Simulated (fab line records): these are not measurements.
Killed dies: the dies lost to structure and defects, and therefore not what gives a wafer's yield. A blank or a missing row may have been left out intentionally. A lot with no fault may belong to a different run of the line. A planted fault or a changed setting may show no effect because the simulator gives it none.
Matching of chambers ; flow gf180mcu ; GF_PASSIVATION_CVD_00 on pecvd-02: 3 sister chambers
The step deposits SiO2 from TEOS, target thk 1000 nm, time 111.95 s. 6 wafers are shown with their chamber, then 11 later ones without.

== EACH WAFER AND ITS CHAMBER ==
wafer;chamber;heaterPowerW (W)
L084.2;1;590
L084.3;0;536
L084.4;1;635
L084.5;2;690
L084.6;0;566
L087.1;2;785

== WAFERS MISSING THEIR CHAMBER ==
wafer;heaterPowerW (W)
L087.4;832
L087.5;562
L089.2;559
L089.4;456
L089.5;676
L090.2;586
L090.3;528
L090.4;631
L091.3;528
L091.4;691
L091.5;555

== WHICH CHAMBER EACH ONE RAN IN ==
wafer;from the rows above;in truth
L087.4;2;2
L087.5;can't be placed: 0 or 1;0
L089.2;can't be placed: 0 or 1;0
L089.4;can't be placed: 0 or 1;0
L089.5;can't be placed: 2 or 1 or 0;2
L090.2;can't be placed: 1 or 0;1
L090.3;can't be placed: 0 or 1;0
L090.4;can't be placed: 1 or 0 or 2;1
L091.3;can't be placed: 0 or 1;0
L091.4;can't be placed: 2 or 1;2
L091.5;can't be placed: 0 or 1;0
Correct placement for 1 of the 11. Can't be placed from these rows: 10 (the true chamber is among the candidates in 10). Number placed wrongly: 0.
How it was worked out, from the rows above alone: a wafer's distance from a chamber is the root of the sum, over the readings, of the square of ((its reading less the chamber's mean) divided by the reading's scatter). If the next closest chamber is less than 2 further off than the closest, the wafer can't be placed; otherwise it belongs to the closest. The mean given for a chamber averages the wafers shown for that chamber. The scatter is the square root of a quotient: the sum, over the shown wafers, of each reading's squared deviation from its chamber's mean, divided by wafers minus chambers.
